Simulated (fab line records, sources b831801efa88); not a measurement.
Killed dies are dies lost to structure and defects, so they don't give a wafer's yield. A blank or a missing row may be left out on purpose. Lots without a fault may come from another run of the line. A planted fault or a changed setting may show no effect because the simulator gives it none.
Which tool did it? | flow sky130 | 13 lots, 39 wafers sampled, at 2 steps of a route of 708

WHAT THE GAUGES READ, wafer by wafer
SKY_LDD_HVP_TW_MEAS_10. Usual: LDD_HVP_TW 453.0, standard deviation 2.5.
lot  | measured     | on            | LDD_HVP_TW        | flag
L907 | day 21 09:27 | film_metro-03 | 457.3 458.3 457.1 |
L908 | day 22 01:31 | film_metro-04 | 450.2 452.7 449.8 |
L910 | day 22 21:56 | film_metro-02 | 451.7 451.8 452.8 |
L914 | day 24 11:05 | film_metro-02 | 454.0 451.6 454.2 |
L915 | day 24 21:50 | film_metro-04 | 452.1 450.3 453.7 |
L916 | day 25 06:25 | film_metro-03 | 458.0 455.7 455.6 |
L917 | day 25 20:38 | film_metro-02 | 452.1 454.2 454.3 |
L918 | day 25 23:12 | film_metro-04 | 447.4 448.2 448.0 |
L919 | day 26 05:14 | film_metro-04 | 449.2 450.5 450.2 |
L922 | day 27 05:49 | film_metro-02 | 453.2 453.7 453.9 |
L923 | day 27 09:53 | film_metro-03 | 455.7 451.5 454.7 |
L926 | day 28 12:38 | film_metro-03 | 454.6 455.0 453.8 |
L927 | day 28 15:41 | film_metro-04 | 450.5 450.8 449.1 |

WHICH TOOL RAN EACH LOT (tool, then ch and the chambers of the sampled wafers, then the start)
lot  | SKY_LDD_HVN_STRIP_09
L907 | plasma_asher-02 ch 0, day 20 00:40
L908 | plasma_asher-01 ch 0,1, day 20 17:13
L910 | plasma_asher-03 ch 0,1, day 21 14:14
L914 | plasma_asher-01 ch 0,1, day 23 04:53
L915 | plasma_asher-02 ch 0,1, day 23 16:10
L916 | plasma_asher-03 ch 0,1, day 23 23:57
L917 | plasma_asher-03 ch 0,1, day 24 15:05
L918 | plasma_asher-03 ch 0,1, day 24 18:26
L919 | plasma_asher-02 ch 1, day 24 23:29
L922 | plasma_asher-02 ch 0,1, day 26 00:04
L923 | plasma_asher-03 ch 0,1, day 26 03:55
L926 | plasma_asher-01 ch 0,1, day 27 07:38
L927 | plasma_asher-02 ch 1, day 27 10:44
- SKY_LDD_HVN_STRIP_09: strips in O2/N2.

WHAT THE TOOLS THEMSELVES READ (means of the sampled wafers that have a number; where no wafer has one, the mark that the record gives instead)
SKY_LDD_HVN_STRIP_09. Usual: drypump_motor_current_A 5.6 A, standard deviation 0.39; oes_product_au 0.408 a.u., standard deviation 0.004; strip_time_to_endpoint_s 4.133 s, standard deviation 0.013.
lot  | tool            | drypump_motor_current_A (A) | oes_product_au (a.u.) | strip_time_to_endpoint_s (s) | flag
L907 | plasma_asher-02 | 5.6                         | 0.408                 | 4.129                        |
L908 | plasma_asher-01 | 5.9                         | 0.406                 | 4.142                        |
L910 | plasma_asher-03 | 5.4                         | 0.407                 | 4.135                        |
L914 | plasma_asher-01 | 6.1                         | 0.412                 | 4.133                        |
L915 | plasma_asher-02 | 5.5                         | 0.409                 | 4.128                        |
L916 | plasma_asher-03 | 5.7                         | 0.406                 | 4.136                        |
L917 | plasma_asher-03 | 5.5                         | 0.412                 | 4.131                        |
L918 | plasma_asher-03 | 5.7                         | 0.408                 | 4.130                        |
L919 | plasma_asher-02 | 5.5                         | 0.415                 | 4.128                        |
L922 | plasma_asher-02 | 5.5                         | 0.407                 | 4.136                        |
L923 | plasma_asher-03 | 5.4                         | 0.411                 | 4.130                        |
L926 | plasma_asher-01 | 6.0                         | 0.412                 | 4.156                        |
L927 | plasma_asher-02 | 5.4                         | 0.406                 | 4.122                        |

THE ANSWER, worked out from the rows above alone
Rule: a lot is off if the mean of its wafers that have a number lies more than 3 standard deviations from the usual mean. A lot without any number at a reading at which 4 lots or more have one is off too. The other lots that the step has rows for count as sound. The gauges are gone through in route order, then the tools' own readings, and for those a lot's mean is taken as printed above. The first step at which some lot is off is used, and at that step the reading that is off furthest; a lot without a number counts as furthest.
No lot is off at any reading shown: from this, nothing can be told.

WHAT THE SIMULATOR HAD PUT IN
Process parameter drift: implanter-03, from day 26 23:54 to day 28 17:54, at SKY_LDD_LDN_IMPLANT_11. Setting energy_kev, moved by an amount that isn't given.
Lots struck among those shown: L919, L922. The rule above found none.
